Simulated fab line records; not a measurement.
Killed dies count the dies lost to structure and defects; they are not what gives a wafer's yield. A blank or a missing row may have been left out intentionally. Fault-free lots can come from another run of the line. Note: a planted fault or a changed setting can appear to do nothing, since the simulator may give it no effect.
Which tool was responsible? :: flow gf180mcu :: 6 lots with 18 wafers sampled at 3 steps, on a route of 602 steps

WHAT THE GAUGES READ, wafer by wafer
GF_V5_THK_MEAS_03.
lot: L379
measured: day 27 01:06
on: filmMetro-04
V5_CVD_02_THK (nm): 1477 1456 1455

lot: L383
measured: day 28 09:04
on: filmMetro-02
V5_CVD_02_THK (nm): 1411 1449 1444

lot: L386
measured: day 29 11:24
on: filmMetro-03
V5_CVD_02_THK (nm): 1431 1455 1466

lot: L388
measured: day 29 17:17
on: filmMetro-04
V5_CVD_02_THK (nm): 1429 1446 1454

lot: L392
measured: day 31 05:46
on: filmMetro-02
V5_CVD_02_THK (nm): 1426 1443 1465

lot: L398
measured: day 32 14:26
on: filmMetro-04
V5_CVD_02_THK (nm): 1450 1465 1452

WHICH TOOL RAN EACH LOT (tool, then ch and the chambers of the sampled wafers, then the start)
lot: L379
GF_MIM_STRIP_20: plasmaAsher-02 ch 1, day 26 02:43
GF_M5_STRIP_11: plasmaAsher-01 ch 0,1, day 27 00:21

lot: L383
GF_MIM_STRIP_20: plasmaAsher-01 ch 0,1, day 27 11:46
GF_M5_STRIP_11: plasmaAsher-02 ch 0,1, day 28 08:18

lot: L386
GF_MIM_STRIP_20: plasmaAsher-01 ch 0,1, day 28 15:01
GF_M5_STRIP_11: plasmaAsher-03 ch 1, day 29 10:31

lot: L388
GF_MIM_STRIP_20: plasmaAsher-01 ch 0,1, day 28 19:58
GF_M5_STRIP_11: plasmaAsher-01 ch 0,1, day 29 16:33

lot: L392
GF_MIM_STRIP_20: plasmaAsher-01 ch 0,1, day 30 10:37
GF_M5_STRIP_11: plasmaAsher-03 ch 0,1, day 31 05:00

lot: L398
GF_MIM_STRIP_20: plasmaAsher-02 ch 0,1, day 31 20:44
GF_M5_STRIP_11: plasmaAsher-01 ch 0,1, day 32 13:40
- GF_MIM_STRIP_20: strips in O2/N2.
- GF_M5_STRIP_11: strips in O2/N2.

THE ANSWER, worked out from the rows above alone
Rule: usual is defined by the lots themselves. The widest of any qualifying gaps counts: lots, ordered by their means at a reading, are off when they make up no more than a third of the lots, leave a main group of 4 or more, and stand apart from it by 3 or more times the standard deviation of that group's means. Not used: any main group whose means are identical at the precision the tables above print for the reading. A lot without any number at a reading at which 4 lots or more have one is off too. Any other lot the step has rows for is counted as sound.
No lot is off on any of the readings shown, so nothing can be concluded from this.

WHAT THE SIMULATOR HAD INSERTED
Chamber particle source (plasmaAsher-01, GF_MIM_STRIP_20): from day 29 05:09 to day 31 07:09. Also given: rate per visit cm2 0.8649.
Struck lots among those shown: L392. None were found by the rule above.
